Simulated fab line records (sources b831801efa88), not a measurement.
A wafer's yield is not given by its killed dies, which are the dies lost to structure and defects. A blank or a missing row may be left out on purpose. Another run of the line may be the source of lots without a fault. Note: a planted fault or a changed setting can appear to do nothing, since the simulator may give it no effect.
A lot that was struck, set against a sound lot	flow sky130	21 steps out of a route of 708
Sound: these wafers, L407.2, L407.3, L407.5. Wafers L399.2, L399.4, L399.5 were the ones struck. The cause is named last.
Order at every step that has rows: each side's tool, ch and its chambers, its first start. Under that, the readings that differ: sound wafers	struck wafers	difference of the means	sigmas: that difference in standard deviations of wafers without a fault.
alike: readings with means less than 2 such deviations apart, plus words and numbers identical on both sides. not compared: withheld readings, readings lacking a value on some wafer, bounds such as >300 that could conceal the same value, and numbers that have no deviation in the record and whose values overlap.
A row with sigmas, a row that says differs or no value, or rows on one side alone: a step with any of these is where the two part. Numbers that have no deviation but don't overlap get no sigmas and don't part them. Lack of a reading on every wafer of one side parts them only where that side has two or more wafers.

first, 1 step without rows for these wafers: SKY_GATE_OXIDE_DEVELOP_09 (develop time 60 s).
SKY_GATE_OXIDE_OVL_MEAS_10:
  sound on overlay-01 at day 19 16:35; struck on overlay-02 at day 16 21:07
  alike: GATE_OXIDE_OVL
then, 2 steps without rows for these wafers: SKY_GATE_OXIDE_IMPLANT_11; SKY_GATE_OXIDE_WET_ETCH_12 (etches SiO2 in dHF, target depth 16.8 nm, time 336 s).
SKY_GATE_OXIDE_STRIP_13: strips in O2/N2.
  sound on plasmaAsher-04 ch 0, day 19 16:52; struck on plasmaAsher-03 ch 0,1, day 16 21:23
reading	sound	struck	difference	sigmas
chamberPressureMTorr (mTorr)	1500.0 1497.2 1498.1	1501.8 1500.2 1501.3	+2.7	+2
  alike: drypumpMotorCurrentA, oesProductAu, stripTimeToEndpointS
  not compared: rfHoursCounterH
SKY_GATE_OXIDE_TW_MEAS_14:
  sound on filmMetro-01 at day 19 16:59; struck on filmMetro-03 at day 16 21:30
  alike: GATE_OXIDE_TW
then, 3 steps without rows for these wafers: SKY_GATE_OXIDE_CLEAN_15 (cleans in SC1/SC2, time 150 s); SKY_GATE_OXIDE_OXIDATION_16 (stabilise 600 s, purge 300 s, target thk 3.57 nm); SKY_POLY_GATE_CVD_00 (deposits poly-Si, target thk 180 nm, time 720 s).
SKY_POLY_GATE_THK_MEAS_01:
  sound on filmMetro-04 at day 19 19:49; struck on filmMetro-04 at day 17 00:53
reading	sound	struck	difference	sigmas
POLY_GATE_CVD_00_THK (nm)	180.9 181.9 182.7	176.1 176.6 177.1	-5.2	-3
then, 2 steps without rows for these wafers: SKY_RES_PROTECT_DEHYDRATE_00 (time 60 s); SKY_RES_PROTECT_HMDS_01 (prime time 60 s).
SKY_RES_PROTECT_COAT_02: resist thk 1140 nm.
  sound on lithoTrack-03 ch 0, day 20 11:23; struck on lithoTrack-03 ch 0, day 17 16:29
reading	sound	struck	difference	sigmas
model.NOVOLAK_of_RES_PROTECT_COAT_02.thkNm (nm)	1141 1145 1143	695.5 695.7 697.4	-446.8	
then, 3 steps without rows for these wafers: SKY_RES_PROTECT_SOFTBAKE_03 (time 60 s); SKY_RES_PROTECT_EXPOSE_04 (exposes mask RPM, target cd 1270 nm); SKY_RES_PROTECT_PEB_05.
SKY_RES_PROTECT_DEVELOP_06: develop time 60 s.
  sound on lithoTrack-02 ch 0, day 21 02:29; struck on lithoTrack-04 ch 0, day 18 06:13
reading	sound	struck	difference	sigmas
model.NOVOLAK_of_RES_PROTECT_COAT_02.thkNm (nm)	1141 1144 1143	695.1 695.3 697	-446.9	
after that, 1 step had no rows for these wafers: SKY_POLY_GATE_IMPLANT_02.
SKY_RES_PROTECT_STRIP_07: strips in O2/N2.
  sound on plasmaAsher-02 ch 0, day 21 02:46; struck on plasmaAsher-02 ch 0, day 18 06:29
reading	sound	struck	difference	sigmas
oesProductAu (a.u.)	0.516 0.519 0.515	0.460 0.457 0.460	-0.058	-12
stripTimeToEndpointS (s)	23.30 23.34 23.33	18.26 18.26 18.28	-5.06	-99 or more
  alike: chamberPressureMTorr, drypumpMotorCurrentA
  not compared: rfHoursCounterH
SKY_RES_PROTECT_TW_MEAS_08:
  sound on filmMetro-03 at day 21 02:53; struck on filmMetro-03 at day 18 06:36
  alike: POLY_GATE_TW
-- record jumps: 30 days separate the struck wafers' starts on either side; left off in module RES_PROTECT, taken up again in module PAD_OPEN, whose first shown step is the route's number 708 --
SKY_PAD_OPEN_PROBE_99:
  sound on prober-01 at day 49 21:35; struck on prober-01 at day 47 23:36
reading	sound	struck	difference	sigmas
killedAtOther	1 0 0	2 2 0	+1	+2
  alike: killed_at_M0_to_M3, killed_at_M4_up, killedAtContacts, killedAtFrontEnd, killedDies, killedOpen, killedShort

## WHERE THEY PART
First at SKY_GATE_OXIDE_STRIP_13; last, within this record, at SKY_PAD_OPEN_PROBE_99.

WHY: what had been put in by the simulator
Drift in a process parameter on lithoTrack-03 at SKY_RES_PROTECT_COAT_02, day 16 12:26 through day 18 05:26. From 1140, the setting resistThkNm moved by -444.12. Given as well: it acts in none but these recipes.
